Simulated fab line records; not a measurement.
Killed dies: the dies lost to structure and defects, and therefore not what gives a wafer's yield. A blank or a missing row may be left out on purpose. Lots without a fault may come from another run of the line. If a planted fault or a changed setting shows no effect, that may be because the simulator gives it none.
fab line records	flow sky130
[record] lots = 15	wafers = 45	last-day = 50
route steps=708 shown VT_ADJUST_HVTR@139 SONOS_ONO@169 LDD_N@253 LDD_P@265
lots untouched by any fault: they come from a run of this same line in which no faults occurred
start-h: hours from the record's first day to the start of the lot's first wafer shown	wait-h: hours from the lot's prior step to this one	" as in the row above	L1.1+2: several wafers, shown together as one row	- no value, or no start given	* or withheld: withheld	< > ~ a bound
route shown NAME@n: NAME is a module with steps in the file, n the number in the route of the first one	usual: the fault-free wafers' mean and standard deviation	same: alike in all rows	chamber/n: place in a boat	sites: readings site by site	_std_site: their standard deviation	_edge_site: outer sites' mean less inner sites'	radius-mm: how far each site lies from the wafer's centre	mask NAME#n: copy n	behind: tool/chamber where the wafer was last shaped	hold: why the lot was held/for how many hours/how that ended	device: names the non-switching transistor (n, p or np)	end of line: tests of these same wafers at the route's end	a step without rows: its recipe alone	killed: not the wafer's yield, but the dies lost to structure and defects at the first sort	map: dies across one wafer; x = killed, . = not, _ = none there
set.NAME: the run value of the setting; set.NAME@STEP: its run value at that earlier step	model.NAME: the simulator's own value behind a step, which no gauge read
one table for each step of the route and one row for each wafer, over a sample of lots
services: the hour from which a tool's chamber was out of use, counted from the record's first day as start-h (under 0 if before that day), plus the number of hours and why
[[steps]]
[step SKY_VT_ADJUST_HVTR_OVL_MEAS_08]
[usual] VT_ADJUST_HVTR_OVL = 0.8/1.3
lot.wafer	tool	chamber	start-h	wait-h	VT_ADJUST_HVTR_OVL[nm]
L515.1	overlay-01	-	206.62	0.1	1.0
L515.4	"	-	"	"	0.4
L515.6	"	-	"	"	-0.4
L517.1	overlay-02	-	221.27	0.1	2.2
L517.5	"	-	"	"	2.7
L517.6	"	-	"	"	1.6
L518.2	overlay-01	-	225.04	0.1	2.3
L518.3	"	-	"	"	2.2
L518.4	"	-	"	"	1.5
L520.2	overlay-02	-	249.77	0.1	-0.3
L520.4	"	-	"	"	-0.2
L520.5	"	-	"	"	2.0
L521.1	overlay-02	-	255.47	0.1	-1.3
L521.3	"	-	"	"	-0.6
L521.6	"	-	"	"	-1.3
L522.1	overlay-01	-	261.87	0.1	0.5
L522.4	"	-	"	"	2.0
L522.5	"	-	"	"	-0.3
L523.3	overlay-01	-	269.58	0.1	-0.9
L523.4	"	-	"	"	-0.5
L523.5	"	-	"	"	-0.9
L524.1	overlay-01	-	273.87	0.1	0.8
L524.4	"	-	"	"	-1.1
L524.5	"	-	"	"	-0.2
L527.2	overlay-02	-	305.82	0.1	0.7
L527.4	"	-	"	"	0.0
L527.6	"	-	"	"	1.4
L530.3	overlay-02	-	330.18	0.1	0.1
L530.5	"	-	"	"	0.6
L530.6	"	-	"	"	2.5
L531.3	overlay-02	-	330.65	0.1	3.8
L531.5	"	-	"	"	1.0
L531.6	"	-	"	"	1.6
L534.1	overlay-02	-	355.17	0.1	2.3
L534.3	"	-	"	"	1.3
L534.4	"	-	"	"	1.1
L535.2	overlay-02	-	356.27	0.1	2.8
L535.4	"	-	"	"	3.5
L535.5	"	-	"	"	2.8
L536.1	overlay-02	-	366.03	0.1	1.7
L536.2	"	-	"	"	0.8
L536.4	"	-	"	"	2.6
L537.1	overlay-01	-	387.87	0.1	-0.7
L537.2	"	-	"	"	-1.4
L537.3	"	-	"	"	-1.1
[step SKY_SONOS_ONO_THK_MEAS_01]
[recipe] reads = SiO2_of_SONOS_ONO_OXIDATION_00
[usual] SONOS_ONO_OXIDATION_THK = 2.61/0.055
lot.wafer	tool	chamber	start-h	wait-h	SONOS_ONO_OXIDATION_THK[nm]
L515.1	film-metro-01	-	253.98	0.0	2.60
L515.4	"	-	"	"	2.60
L515.6	"	-	"	"	2.58
L517.1	film-metro-02	-	270.50	0.0	2.71
L517.5	"	-	"	"	2.60
L517.6	"	-	"	"	2.58
L518.2	film-metro-03	-	274.55	0.0	2.68
L518.3	"	-	"	"	2.75
L518.4	"	-	"	"	2.75
L520.2	film-metro-03	-	301.35	0.0	2.67
L520.4	"	-	"	"	2.67
L520.5	"	-	"	"	2.58
L521.1	film-metro-03	-	309.18	0.0	2.46
L521.3	"	-	"	"	2.55
L521.6	"	-	"	"	2.51
L522.1	film-metro-01	-	318.61	0.0	2.67
L522.4	"	-	"	"	2.64
L522.5	"	-	"	"	2.58
L523.3	film-metro-01	-	327.12	0.0	2.62
L523.4	"	-	"	"	2.60
L523.5	"	-	"	"	2.59
L524.1	film-metro-03	-	330.97	0.0	2.53
L524.4	"	-	"	"	2.48
L524.5	"	-	"	"	2.59
L527.2	film-metro-03	-	360.79	0.0	2.57
L527.4	"	-	"	"	2.61
L527.6	"	-	"	"	2.55
L530.3	film-metro-03	-	388.66	0.0	2.64
L530.5	"	-	"	"	2.61
L530.6	"	-	"	"	2.69
L531.3	film-metro-02	-	388.66	0.0	2.58
L531.5	"	-	"	"	2.61
L531.6	"	-	"	"	2.54
L534.1	film-metro-02	-	414.90	0.0	2.59
L534.3	"	-	"	"	2.57
L534.4	"	-	"	"	2.67
L535.2	film-metro-01	-	416.02	0.0	2.63
L535.4	"	-	"	"	2.57
L535.5	"	-	"	"	2.61
L536.1	film-metro-03	-	425.40	0.0	2.52
L536.2	"	-	"	"	2.62
L536.4	"	-	"	"	2.52
L537.1	film-metro-01	-	453.37	0.0	2.56
L537.2	"	-	"	"	2.60
L537.3	"	-	"	"	2.61
[step SKY_LDD_N_STRIP_16]
[recipe] chemistry = O2/N2	power-w = 1400	pressure-mtorr = 1500	platen-temp-c = withheld	o2-flow-sccm = 3000	n2-flow-sccm = 300	overash-fraction = 0.5
[usual] chamber-pressure-mTorr = 1500.1/1.4	drypump-motor-current-A = 6.0/0.46	n2-flow-sccm = 300.0/0.89	oes-product-au = 0.406/0.0045	strip-time-to-endpoint-s = 4.313/0.016
lot.wafer	tool	chamber	start-h	wait-h	chamber-pressure-mTorr	drypump-motor-current-A	n2-flow-sccm	oes-product-au	rf-hours-counter-h	strip-time-to-endpoint-s
L515.1	plasma-asher-04	0	404.93	0.1	1498.9	5.4	300.2	0.400	55	4.317
L515.4	"	1	"	"	1500.7	6.3	299.1	0.411	-	4.299
L515.6	"	0	"	"	1501.3	5.4	300.0	0.404	-	4.298
L517.1	plasma-asher-01	0	428.04	0.2	1500.5	6.7	299.8	0.400	32	4.325
L517.5	"	0	"	"	1498.7	6.7	299.4	0.412	-	4.322
L517.6	"	1	"	"	1501.0	5.9	300.4	0.408	-	4.331
L518.2	plasma-asher-04	0	430.05	0.1	1498.5	5.4	300.7	0.407	58	4.319
L518.3	"	0	"	"	1500.5	5.4	301.7	0.397	-	4.297
L518.4	"	1	"	"	1502.9	6.3	299.5	0.403	-	4.320
L520.2	plasma-asher-04	1	461.20	0.1	1500.1	6.3	300.1	0.410	61	4.351
L520.4	"	0	"	"	1501.8	5.4	300.4	0.416	-	4.323
L520.5	"	1	"	"	1499.9	6.3	299.4	0.402	-	4.334
L521.1	plasma-asher-01	0	470.88	0.1	-	-	-	-	-	-
L521.3	"	0	"	"	-	-	-	-	-	-
L521.6	"	1	"	"	-	-	-	-	-	-
L522.1	plasma-asher-04	0	479.95	0.1	-	-	-	-	-	-
L522.4	"	1	"	"	-	-	-	-	-	-
L522.5	"	0	"	"	-	-	-	-	-	-
L523.3	plasma-asher-02	0	489.28	0.1	-	-	-	-	-	-
L523.4	"	1	"	"	-	-	-	-	-	-
L523.5	"	1	"	"	-	-	-	-	-	-
L524.1	plasma-asher-04	0	492.90	0.1	1497.9	5.4	298.4	0.408	64	4.309
L524.4	"	0	"	"	1500.8	5.4	299.8	0.401	-	4.303
L524.5	"	1	"	"	1499.4	6.3	299.6	0.415	-	4.311
L527.2	plasma-asher-01	0	526.73	0.1	1499.9	6.7	300.8	0.408	42	4.347
L527.4	"	1	"	"	1495.5	5.9	298.2	0.402	-	4.328
L527.6	"	0	"	"	1501.5	6.7	300.5	0.407	-	4.344
L530.3	plasma-asher-01	0	553.52	0.1	1498.4	6.7	299.3	0.415	-	4.322
L530.5	"	0	"	"	1502.6	6.7	300.0	0.407	-	4.304
L530.6	"	1	"	"	1501.9	5.9	299.2	0.413	-	4.313
L531.3	plasma-asher-01	0	556.02	0.1	1500.8	6.7	299.5	0.402	-	4.312
L531.5	"	1	"	"	1499.0	5.9	300.3	0.402	-	4.319
L531.6	"	0	"	"	1496.8	6.7	301.0	0.415	-	4.315
L535.2	plasma-asher-01	0	583.08	0.1	1498.8	6.7	299.4	0.409	49	4.292
L535.4	"	1	"	"	1500.2	5.9	300.5	0.408	-	4.310
L535.5	"	1	"	"	1499.7	5.9	299.7	0.406	-	4.314
L534.1	plasma-asher-04	1	584.20	0.1	1500.4	6.4	300.7	0.407	74	4.322
L534.3	"	0	"	"	1500.6	5.4	300.4	0.402	-	4.310
L534.4	"	1	"	"	1500.4	6.3	301.5	0.402	-	4.324
L536.1	plasma-asher-04	0	589.15	0.1	1498.1	5.4	301.6	0.409	75	4.303
L536.2	"	1	"	"	1500.3	6.3	299.6	0.407	75	4.297
L536.4	"	0	"	"	1502.5	5.4	300.3	0.404	-	4.308
L537.1	plasma-asher-02	1	614.80	0.1	1500.1	5.7	300.5	0.399	19	4.319
L537.2	"	0	"	"	1500.2	6.1	299.7	0.407	19	4.303
L537.3	"	1	"	"	1500.2	5.6	300.7	0.410	-	4.328
[step SKY_LDD_N_TW_MEAS_17]
[usual] LDD_N_TW = 2597/17
lot.wafer	tool	chamber	start-h	wait-h	LDD_N_TW
L515.1	film-metro-02	-	405.03	0.1	2584
L515.4	"	-	"	"	2593
L515.6	"	-	"	"	2602
L517.1	film-metro-01	-	428.14	0.1	2590
L517.5	"	-	"	"	2583
L517.6	"	-	"	"	2596
L518.2	film-metro-03	-	430.16	0.1	2631
L518.3	"	-	"	"	2630
L518.4	"	-	"	"	2607
L520.2	film-metro-02	-	461.31	0.1	2592
L520.4	"	-	"	"	2601
L520.5	"	-	"	"	2611
L521.1	film-metro-03	-	470.98	0.1	2595
L521.3	"	-	"	"	2594
L521.6	"	-	"	"	2604
L522.1	film-metro-01	-	480.05	0.1	2569
L522.4	"	-	"	"	2599
L522.5	"	-	"	"	2588
L523.3	film-metro-02	-	489.37	0.1	2612
L523.4	"	-	"	"	2607
L523.5	"	-	"	"	2622
L524.1	film-metro-03	-	493.00	0.1	2606
L524.4	"	-	"	"	2625
L524.5	"	-	"	"	2625
L527.2	film-metro-03	-	526.84	0.1	2582
L527.4	"	-	"	"	2578
L527.6	"	-	"	"	2578
L530.3	film-metro-01	-	553.60	0.1	2581
L530.5	"	-	"	"	2572
L530.6	"	-	"	"	2602
L531.3	film-metro-02	-	556.10	0.1	2606
L531.5	"	-	"	"	2608
L531.6	"	-	"	"	2604
L535.2	film-metro-03	-	583.19	0.1	2597
L535.4	"	-	"	"	2580
L535.5	"	-	"	"	2571
L534.1	film-metro-03	-	584.30	0.1	2574
L534.3	"	-	"	"	2573
L534.4	"	-	"	"	2579
L536.1	film-metro-03	-	589.25	0.1	2582
L536.2	"	-	"	"	2571
L536.4	"	-	"	"	2567
L537.1	film-metro-03	-	614.90	0.1	2610
L537.2	"	-	"	"	2611
L537.3	"	-	"	"	2596
[step SKY_LDD_P_STRIP_10]
[recipe] chemistry = O2/N2	power-w = 1400	pressure-mtorr = 1500	platen-temp-c = withheld	o2-flow-sccm = 3000	n2-flow-sccm = 300	overash-fraction = 0.5
[usual] chamber-pressure-mTorr = 1499.8/1.4	drypump-motor-current-A = 5.9/0.37	n2-flow-sccm = 300.1/0.85	oes-product-au = 0.715/0.0047	strip-time-to-endpoint-s = 14.18/0.035
lot.wafer	tool	chamber	start-h	wait-h	chamber-pressure-mTorr	drypump-motor-current-A	n2-flow-sccm	oes-product-au	rf-hours-counter-h	strip-time-to-endpoint-s
L515.1	plasma-asher-04	0	435.60	0.1	1499.2	5.4	300.1	0.718	59	14.18
L515.4	"	1	"	"	1499.0	6.3	299.4	0.712	-	14.20
L515.6	"	1	"	"	1500.5	6.3	299.3	0.716	-	14.18
L517.1	plasma-asher-04	1	459.05	0.1	1498.9	6.3	299.8	0.709	61	14.10
L517.5	"	1	"	"	1498.9	6.4	300.4	0.713	-	14.20
L517.6	"	0	"	"	1499.0	5.4	298.8	0.718	-	14.13
L518.2	plasma-asher-02	1	460.90	0.1	1499.0	5.6	300.4	0.708	3	14.18
L518.3	"	1	"	"	1500.1	5.6	300.2	0.722	-	14.13
L518.4	"	0	"	"	1499.8	6.1	302.5	0.715	-	14.18
L520.2	plasma-asher-03	1	491.60	0.1	1500.9	6.1	300.1	0.715	76	14.22
L520.4	"	0	"	"	1499.7	5.6	299.8	0.714	-	14.26
L520.5	"	0	"	"	1497.0	5.5	301.0	0.712	-	14.26
L521.1	plasma-asher-03	0	500.92	0.1	1499.5	5.6	299.1	0.721	77	18.80
L521.3	"	0	"	"	1500.9	5.6	299.0	0.719	-	18.77
L521.6	"	1	"	"	1498.2	6.1	301.2	0.706	-	18.75
L522.1	plasma-asher-04	1	510.17	0.1	1500.0	6.3	300.5	0.708	66	18.81
L522.4	"	0	"	"	1501.1	5.4	299.4	0.704	-	18.75
L522.5	"	1	"	"	1498.6	6.3	300.5	0.719	-	18.76
L523.3	plasma-asher-02	0	520.28	0.1	1499.2	6.1	298.9	0.713	-	18.67
L523.4	"	1	"	"	1500.7	5.7	300.8	0.719	-	18.69
L523.5	"	0	"	"	1500.8	6.1	299.0	0.720	-	18.71
L524.1	plasma-asher-03	0	523.07	0.1	1500.7	5.5	300.0	0.714	79	14.20
L524.4	"	0	"	"	1500.8	5.5	300.5	0.707	-	14.19
L524.5	"	0	"	"	1498.8	5.5	299.4	0.718	-	14.19
L527.2	plasma-asher-02	0	556.75	0.1	1498.8	6.1	299.4	0.717	13	14.15
L527.4	"	1	"	"	1499.4	5.6	300.4	0.711	-	14.12
L527.6	"	1	"	"	1496.0	5.6	300.0	0.717	-	14.20
L530.3	plasma-asher-04	0	583.18	0.1	1501.0	5.4	298.9	0.711	-	14.18
L530.5	"	0	"	"	1500.2	5.4	299.8	0.712	-	14.23
L530.6	"	1	"	"	1500.3	6.3	300.3	0.708	-	14.19
L531.3	plasma-asher-02	0	585.75	0.1	1498.7	6.1	301.6	0.713	-	14.19
L531.5	"	0	"	"	1501.0	6.0	301.3	0.717	-	14.21
L531.6	"	1	"	"	1500.4	5.6	298.1	0.715	-	14.18
L535.2	plasma-asher-04	0	612.67	0.1	1499.8	5.4	301.6	0.713	77	14.21
L535.4	"	1	"	"	1500.4	6.3	298.9	0.717	-	14.19
L535.5	"	0	"	"	1496.5	5.4	300.4	0.709	-	14.21
L534.1	plasma-asher-03	0	614.17	0.1	1498.9	5.6	301.0	0.714	85	14.14
L534.3	"	0	"	"	1496.5	5.6	301.4	0.722	-	14.17
L534.4	"	1	"	"	1499.7	6.1	299.2	0.716	-	14.13
L536.1	plasma-asher-03	1	618.42	0.1	1499.0	6.1	299.8	0.716	86	14.23
L536.2	"	0	"	"	1501.2	5.5	300.6	0.714	86	14.20
L536.4	"	1	"	"	1499.3	6.1	301.1	0.710	-	14.24
L537.1	plasma-asher-03	0	644.21	0.1	1499.0	5.5	299.2	0.715	88	14.17
L537.2	"	1	"	"	1499.8	6.1	299.6	0.710	88	14.22
L537.3	"	1	"	"	1496.8	6.1	300.2	0.712	-	14.19
[step SKY_LDD_P_TW_MEAS_11]
[usual] LDD_P_TW = 639/4.2
lot.wafer	tool	chamber	start-h	wait-h	LDD_P_TW
L515.1	film-metro-04	-	435.70	0.1	636
L515.4	"	-	"	"	637
L515.6	"	-	"	"	638
L517.1	film-metro-03	-	459.15	0.1	642
L517.5	"	-	"	"	643
L517.6	"	-	"	"	643
L518.2	film-metro-04	-	461.01	0.1	636
L518.3	"	-	"	"	640
L518.4	"	-	"	"	641
L520.2	film-metro-04	-	491.71	0.1	632
L520.4	"	-	"	"	632
L520.5	"	-	"	"	634
L521.1	film-metro-03	-	501.02	0.1	30
L521.3	"	-	"	"	30
L521.6	"	-	"	"	30
L522.1	film-metro-03	-	510.27	0.1	30
L522.4	"	-	"	"	30
L522.5	"	-	"	"	30
L523.3	film-metro-04	-	520.37	0.1	30
L523.4	"	-	"	"	30
L523.5	"	-	"	"	30
L524.1	film-metro-03	-	523.17	0.1	638
L524.4	"	-	"	"	636
L524.5	"	-	"	"	637
L527.2	film-metro-04	-	556.86	0.1	639
L527.4	"	-	"	"	642
L527.6	"	-	"	"	641
L530.3	film-metro-04	-	583.27	0.1	638
L530.5	"	-	"	"	635
L530.6	"	-	"	"	632
L531.3	film-metro-03	-	585.84	0.1	632
L531.5	"	-	"	"	640
L531.6	"	-	"	"	634
L535.2	film-metro-03	-	612.78	0.1	645
L535.4	"	-	"	"	639
L535.5	"	-	"	"	637
L534.1	film-metro-03	-	614.27	0.1	641
L534.3	"	-	"	"	642
L534.4	"	-	"	"	640
L536.1	film-metro-04	-	618.52	0.1	636
L536.2	"	-	"	"	633
L536.4	"	-	"	"	633
L537.1	film-metro-03	-	644.31	0.1	644
L537.2	"	-	"	"	639
L537.3	"	-	"	"	642
[[services]]
tool	chamber	start-h	hours	kind
plasma-asher-04	-	393.98	7.9	repair
plasma-asher-02	-	421.25	9.0	pm
plasma-asher-02	0	421.25	9.0	vent-cycle
plasma-asher-02	1	421.25	9.0	vent-cycle
plasma-asher-02	0	430.25	-	clean
plasma-asher-02	1	430.25	-	clean
plasma-asher-01	-	433.46	1.7	repair
plasma-asher-04	-	462.74	1.0	repair
plasma-asher-02	-	477.81	4.1	repair
plasma-asher-03	-	532.98	18.7	pm
plasma-asher-03	-	554.10	15.6	pm
plasma-asher-02	-	597.75	2.9	repair
[[key]]
[first-sign] step = SKY_LDD_N_STRIP_16	reading = tool-record	direction = missing
[effect] step = SKY_LDD_P_STRIP_10	reading = strip-time-to-endpoint-s	direction = up	sigmas = 99+	usual = *	struck = *
[effect] step = SKY_LDD_P_TW_MEAS_11	reading = LDD_P_TW	direction = down	sigmas = 99+	usual = 639	struck = 30
met-at SKY_LDD_N_STRIP_16
struck-lots L521,L522,L523
sort-left-out L521.1,L521.3,L521.6,L522.1,L522.4,L522.5,L523.3,L523.4,L523.5
tester-left-out L521,L522,L523
not-acting-at SKY_VT_ADJUST_HVTR_OVL_MEAS_08,SKY_SONOS_ONO_THK_MEAS_01,SKY_LDD_N_TW_MEAS_17
onset-between 461.20 470.88
[fault] kind = skipped-step-whole	tool = plasma-asher-01,plasma-asher-02,plasma-asher-04	chamber = -	onset-h = 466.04	steps = SKY_LDD_N_STRIP_16	scope = struck-lots-only
// tester-left-out: of these lots the tester's yield and bins aren't shown, on N5 and GAA mostly nor the transistor test; their killed dies are dies lost to structure and defects alone, not to doping, threshold or leakage, so they don't give the yield
// sort-left-out: the simulated sort isn't trusted on such a fault, so these wafers' sort isn't shown, and their yield isn't known
